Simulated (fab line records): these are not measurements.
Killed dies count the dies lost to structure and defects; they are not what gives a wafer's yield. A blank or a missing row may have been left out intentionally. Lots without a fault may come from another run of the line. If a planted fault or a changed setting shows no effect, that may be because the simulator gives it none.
Lot-split experiment :: flow sfqLine :: 23 wafers read across 5 lots, on a route 325 steps long

== ABOUT THE SPLIT ==
At SFQ_TRILAYER_M1_LITHO_PEB_042 (peb time 60 s), the setting pebTempC was moved away from the recipe's 115 C on 4 of the 23 wafers read, by -1.0%. This setting was run at the recipe's value on the other wafers.

== FROM THE SPLIT TO THE READING: what the file shows between them, 1 step ==
- SFQ_TRILAYER_M1_LITHO_DEVELOP_041: time 60 s

== THE READING ==
M1.cdNm (the simulator's own value, which no gauge read), in nm, at SFQ_TRILAYER_M1_BARC_OPEN_METAL_ETCH_054 (etches BARC in O2, target depth 125 nm, time 41.7 s). The file gives no usual value for it. The 19 wafers here that ran the recipe average 500.5 nm, standard deviation 1 nm.

wafer: L077.1
tool, chamber at the split: lithoTrack-01, 0
pebTempC as run, C: 115
against the recipe: recipe
M1.cdNm, nm: 500
against lot-mates on the recipe: -

wafer: L077.2
tool, chamber at the split: lithoTrack-01, 0
pebTempC as run, C: 113.8
against the recipe: -1.0%
M1.cdNm, nm: 522.1
against lot-mates on the recipe: +22.5

wafer: L077.4
tool, chamber at the split: lithoTrack-01, 0
pebTempC as run, C: 115
against the recipe: recipe
M1.cdNm, nm: 499.6
against lot-mates on the recipe: -

wafer: L077.5
tool, chamber at the split: lithoTrack-01, 0
pebTempC as run, C: 115
against the recipe: recipe
M1.cdNm, nm: 499.1
against lot-mates on the recipe: -

wafer: L077.6
tool, chamber at the split: lithoTrack-01, 0
pebTempC as run, C: 113.8
against the recipe: -1.0%
M1.cdNm, nm: 523
against lot-mates on the recipe: +23.4

wafer: L079.1
tool, chamber at the split: lithoTrack-01, 0
pebTempC as run, C: 115
against the recipe: recipe
M1.cdNm, nm: 502.1
against lot-mates on the recipe: -

wafer: L079.2
tool, chamber at the split: lithoTrack-01, 0
pebTempC as run, C: 115
against the recipe: recipe
M1.cdNm, nm: 500.1
against lot-mates on the recipe: -

wafer: L079.3
tool, chamber at the split: lithoTrack-01, 0
pebTempC as run, C: 115
against the recipe: recipe
M1.cdNm, nm: 500.8
against lot-mates on the recipe: -

wafer: L079.6
tool, chamber at the split: lithoTrack-01, 0
pebTempC as run, C: 115
against the recipe: recipe
M1.cdNm, nm: 500.8
against lot-mates on the recipe: -

wafer: L079.4
tool, chamber at the split: lithoTrack-01, 0
pebTempC as run, C: 115
against the recipe: recipe
M1.cdNm, nm: 501
against lot-mates on the recipe: -

wafer: L080.1
tool, chamber at the split: lithoTrack-03, 0
pebTempC as run, C: 115
against the recipe: recipe
M1.cdNm, nm: 500
against lot-mates on the recipe: -

wafer: L080.2
tool, chamber at the split: lithoTrack-03, 0
pebTempC as run, C: 115
against the recipe: recipe
M1.cdNm, nm: 500.5
against lot-mates on the recipe: -

wafer: L080.3
tool, chamber at the split: lithoTrack-03, 0
pebTempC as run, C: 115
against the recipe: recipe
M1.cdNm, nm: 500.3
against lot-mates on the recipe: -

wafer: L080.4
tool, chamber at the split: lithoTrack-03, 0
pebTempC as run, C: 115
against the recipe: recipe
M1.cdNm, nm: 500.3
against lot-mates on the recipe: -

wafer: L080.5
tool, chamber at the split: lithoTrack-03, 0
pebTempC as run, C: 115
against the recipe: recipe
M1.cdNm, nm: 500.1
against lot-mates on the recipe: -

wafer: L081.1
tool, chamber at the split: lithoTrack-01, 0
pebTempC as run, C: 115
against the recipe: recipe
M1.cdNm, nm: 502.4
against lot-mates on the recipe: -

wafer: L081.4
tool, chamber at the split: lithoTrack-01, 0
pebTempC as run, C: 115
against the recipe: recipe
M1.cdNm, nm: 500.3
against lot-mates on the recipe: -

wafer: L081.5
tool, chamber at the split: lithoTrack-01, 0
pebTempC as run, C: 115
against the recipe: recipe
M1.cdNm, nm: 502.7
against lot-mates on the recipe: -

wafer: L085.2
tool, chamber at the split: lithoTrack-04, 0
pebTempC as run, C: 113.8
against the recipe: -1.0%
M1.cdNm, nm: 523.4
against lot-mates on the recipe: +23.9

wafer: L085.3
tool, chamber at the split: lithoTrack-04, 0
pebTempC as run, C: 115
against the recipe: recipe
M1.cdNm, nm: 499.6
against lot-mates on the recipe: -

wafer: L085.4
tool, chamber at the split: lithoTrack-04, 0
pebTempC as run, C: 115
against the recipe: recipe
M1.cdNm, nm: 498.5
against lot-mates on the recipe: -

wafer: L085.5
tool, chamber at the split: lithoTrack-04, 0
pebTempC as run, C: 115
against the recipe: recipe
M1.cdNm, nm: 500.5
against lot-mates on the recipe: -

wafer: L085.6
tool, chamber at the split: lithoTrack-04, 0
pebTempC as run, C: 113.8
against the recipe: -1.0%
M1.cdNm, nm: 523.1
against lot-mates on the recipe: +23.6

FIT RESULTS
A straight line over all 23 wafers: M1.cdNm changes by -21.5 nm for each +1% of pebTempC; r = -0.99; the points scatter about the line by 1 nm.
The same after taking each lot's own level away (the mean of its wafers on the recipe; 23 wafers): -22.4 nm for each +1%; r = -1.00; scatter 0.66 nm.
On that fit, the largest move of pebTempC shifts the reading by 23 nm.
Measured against the standard deviation above, the lots' own levels, which go from 499.53 to 501.80 nm, span 2.2 times it.
The two slopes agree, so the slope changes little with the lot-to-lot level.
Check: with one of the wafers moved furthest among these (-1.0%) left out of the fit, the line predicts +23.6 nm for it against its lot-mates. It came out at +22.5 nm against them.

== ADDITIONAL SPLITS CARRIED BY THESE WAFERS ==
Other splits were also applied to these wafers ahead of the reading. Each is held against what the fit with the lots' levels taken away leaves over:
other split on the same wafers: SFQ_TRILAYER_INCOMING_OXIDATION_002 oxTimeS
wafers away from the commonest value: 18
r with M1.cdNm (lot level and that fit taken away): +0.11

other split on the same wafers: SFQ_TRILAYER_L0_DEP_SPUTTER_003 timeS
wafers away from the commonest value: 5
r with M1.cdNm (lot level and that fit taken away): -0.12

other split on the same wafers: SFQ_TRILAYER_L0_BARC_OPEN_METAL_ETCH_010 icpW
wafers away from the commonest value: 10
r with M1.cdNm (lot level and that fit taken away): -0.15

other split on the same wafers: SFQ_TRILAYER_M0_LITHO_COAT_026 spinRpm
wafers away from the commonest value: 9
r with M1.cdNm (lot level and that fit taken away): -0.22

other split on the same wafers: SFQ_TRILAYER_M0_LITHO_EXPOSE_022 doseMj
wafers away from the commonest value: 10
r with M1.cdNm (lot level and that fit taken away): +0.33

other split on the same wafers: SFQ_TRILAYER_I0_VIA_LITHO_COAT_036 spinRpm
wafers away from the commonest value: 6
r with M1.cdNm (lot level and that fit taken away): -0.14

== FILE'S OWN FIT ==
M1.cdNm changes by -22.4 nm for each +1% of pebTempC, r = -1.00.
